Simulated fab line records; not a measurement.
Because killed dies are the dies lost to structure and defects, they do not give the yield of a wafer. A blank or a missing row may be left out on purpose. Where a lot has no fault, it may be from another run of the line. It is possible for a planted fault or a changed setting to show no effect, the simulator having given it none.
Which of the tools did it?	flow sky130	11 lots, 33 wafers sampled, at 3 steps of a route of 708

## WHAT THE GAUGES SHOWED, per wafer
SKY_LDD_HVP_TW_MEAS_10.
lot	measured	on	LDD_HVP_TW
L438	day 21 20:47	filmMetro-04	462.7 462.2 462.4
L440	day 22 18:05	filmMetro-01	461.3 460.7 460.6
L442	day 23 12:01	filmMetro-01	459.3 458.8 459.8
L443	day 23 20:35	filmMetro-03	455.3 453.3 453.1
L444	day 24 05:45	filmMetro-03	460.4 462.4 462.1
L445	day 24 15:17	filmMetro-04	459.1 458.0 461.1
L446	day 24 19:41	filmMetro-03	461.2 461.1 459.1
L447	day 25 04:17	filmMetro-03	458.2 457.1 457.6
L449	day 26 00:02	filmMetro-04	458.3 461.5 459.7
L450	day 26 08:01	filmMetro-03	455.0 453.1 454.6
L460	day 30 09:08	filmMetro-04	458.8 461.9 459.8

SKY_SD_N_TW_MEAS_12.
lot	measured	on	SD_N_TW
L438	day 28 02:59	filmMetro-02	3941 3968 3941
L440	day 28 22:51	filmMetro-01	4034 4033 4029
L442	day 29 16:00	filmMetro-01	4051 4062 4066
L443	day 29 22:57	filmMetro-02	3936 3953 3938
L444	day 30 11:00	filmMetro-02	3960 3956 3978
L445	day 30 17:00	filmMetro-02	3961 3973 3955
L446	day 30 19:52	filmMetro-03	3986 3966 4000
L447	day 31 06:01	filmMetro-03	3969 3956 3974
L449	day 32 00:43	filmMetro-02	3941 3948 3940
L450	day 32 09:47	filmMetro-02	3908 3932 3900
L460	day 36 13:02	filmMetro-01	4043 4057 4063

## WHAT TOOL EACH LOT RAN ON (gives the tool, then ch and the chambers of the sampled wafers, and finally the start)
lot	SKY_RES_PROTECT_STRIP_07
L438	plasmaAsher-01 ch 0,1, day 15 10:41
L440	plasmaAsher-01 ch 0,1, day 16 05:27
L442	plasmaAsher-03 ch 0,1, day 16 20:48
L443	plasmaAsher-04 ch 0,1, day 17 05:44
L444	plasmaAsher-01 ch 0, day 17 14:51
L445	plasmaAsher-01 ch 0,1, day 18 00:36
L446	plasmaAsher-01 ch 0,1, day 18 06:11
L447	plasmaAsher-04 ch 0, day 18 12:56
L449	plasmaAsher-01 ch 0,1, day 19 13:38
L450	plasmaAsher-03 ch 0,1, day 19 21:24
L460	plasmaAsher-04 ch 0,1, day 24 03:26
- SKY_RES_PROTECT_STRIP_07: strips in O2/N2.

## AS READ BY THE TOOLS THEMSELVES (means over the sampled wafers that have a number; for cases with no such wafer, the mark the record gives instead)
SKY_RES_PROTECT_STRIP_07.
lot	tool	drypumpMotorCurrentA (A)	oesProductAu (a.u.)	stripTimeToEndpointS (s)
L438	plasmaAsher-01	5.6	0.521	23.32
L440	plasmaAsher-01	5.6	0.518	23.35
L442	plasmaAsher-03	5.7	0.518	23.28
L443	plasmaAsher-04	5.1	0.521	23.30
L444	plasmaAsher-01	5.3	0.519	23.34
L445	plasmaAsher-01	5.6	0.520	23.23
L446	plasmaAsher-01	5.6	0.517	23.22
L447	plasmaAsher-04	5.2	0.514	23.32
L449	plasmaAsher-01	5.6	0.517	23.37
L450	plasmaAsher-03	5.7	0.519	23.27
L460	plasmaAsher-04	5.2	0.516	23.27

## THE ANSWER, worked out from the rows above alone
Rule: what is usual is taken from the lots themselves. Put in order of their means at a reading, lots are off if they are a third of the lots or fewer, leave a main group of 4 or more, and stand apart from it by a gap of 3 or more times the standard deviation of the main group's means; of several such gaps the widest counts. The tables above print the reading to a certain number of digits; a main group whose means all agree to those digits is not used. Also off: a lot with no number at a reading for which 4 or more lots have one. All remaining lots with rows at the step are treated as sound. The gauges are gone through in route order, then the tools' own readings, and for those a lot's mean is taken as printed above. At the first step where some lot is off, the reading lying furthest off is the one used; lots without a number count as furthest.
None of the lots is off at any reading shown; this tells nothing.

## WHAT WAS PUT IN BY THE SIMULATOR
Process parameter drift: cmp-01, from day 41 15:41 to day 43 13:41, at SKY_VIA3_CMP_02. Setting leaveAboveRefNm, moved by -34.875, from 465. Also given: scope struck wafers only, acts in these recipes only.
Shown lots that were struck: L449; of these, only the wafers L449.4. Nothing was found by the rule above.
